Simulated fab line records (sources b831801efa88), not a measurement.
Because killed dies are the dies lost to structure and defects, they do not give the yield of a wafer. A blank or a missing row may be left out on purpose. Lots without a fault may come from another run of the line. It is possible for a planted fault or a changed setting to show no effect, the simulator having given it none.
Which tool is to blame?    flow gf180mcu    12 lots with 36 wafers sampled at 3 steps, on a route of 602 steps

## WHAT THE GAUGES SHOWED, per wafer
GF_V5_THK_MEAS_25: measures by xrf.
lot   measured      on             V5_W_THK (nm)
L075  day 27 12:06  film-metro-03  358 362 363
L077  day 28 04:16  film-metro-03  359 358 360
L080  day 29 07:16  film-metro-03  357 369 356
L081  day 29 15:08  film-metro-03  370 374 370
L083  day 30 08:15  film-metro-02  355 353 356
L085  day 30 20:51  film-metro-03  359 359 361
L087  day 31 11:17  film-metro-02  356 353 358
L089  day 32 00:03  film-metro-01  360 362 356
L091  day 32 14:20  film-metro-03  361 362 367
L094  day 32 22:08  film-metro-03  366 370 363
L095  day 33 06:25  film-metro-03  364 361 370
L097  day 33 17:08  film-metro-03  367 364 365

## WHAT TOOL EACH LOT RAN ON (gives the tool, then ch and the chambers of the sampled wafers, and finally the start)
lot   GF_M5_STRIP_11                        GF_V5_ETCH_16
L075  plasma-asher-04 ch 0,1, day 26 13:46  rie-diel-04 ch 0,2,3, day 27 11:04
L077  plasma-asher-03 ch 0,1, day 27 06:13  rie-diel-03 ch 0,3, day 28 03:13
L080  plasma-asher-03 ch 0,1, day 28 09:28  rie-diel-02 ch 0,1,3, day 29 06:13
L081  plasma-asher-02 ch 0,1, day 28 17:14  rie-diel-04 ch 0,1,2, day 29 14:04
L083  plasma-asher-03 ch 0, day 29 11:46    rie-diel-04 ch 0,1, day 30 07:11
L085  plasma-asher-04 ch 0,1, day 29 23:52  rie-diel-03 ch 1,3, day 30 19:44
L087  plasma-asher-03 ch 0,1, day 30 15:07  rie-diel-02 ch 0,1, day 31 09:55
L089  plasma-asher-04 ch 0,1, day 31 04:10  rie-diel-03 ch 0,3, day 31 22:41
L091  plasma-asher-02 ch 0,1, day 31 18:50  rie-diel-02 ch 1,2,3, day 32 13:05
L094  plasma-asher-02 ch 0,1, day 32 03:21  rie-diel-04 ch 0,1, day 32 21:07
L095  plasma-asher-02 ch 0,1, day 32 11:49  rie-diel-02 ch 1,2,3, day 33 05:23
L097  plasma-asher-03 ch 0,1, day 32 22:58  rie-diel-04 ch 0,1,2, day 33 15:58
- GF_M5_STRIP_11: strips in O2/N2.
- GF_V5_ETCH_16: etches BARC in N2/H2.

## THE ANSWER, worked out from the rows above alone
Rule: usual is defined by the lots themselves. Put in order of their means at a reading, lots are off if they are a third of the lots or fewer, leave a main group of 4 or more, and stand apart from it by a gap of 3 or more times the standard deviation of the main group's means; of several such gaps the widest counts. If all means in a main group match to the digits the tables above print for the reading, that group is not used. Also off: a lot with no number at a reading for which 4 or more lots have one. All remaining lots with rows at the step are treated as sound.
Nothing can be told from this: no lot is off at any reading shown.

## WHAT THE SIMULATOR HAD INSERTED
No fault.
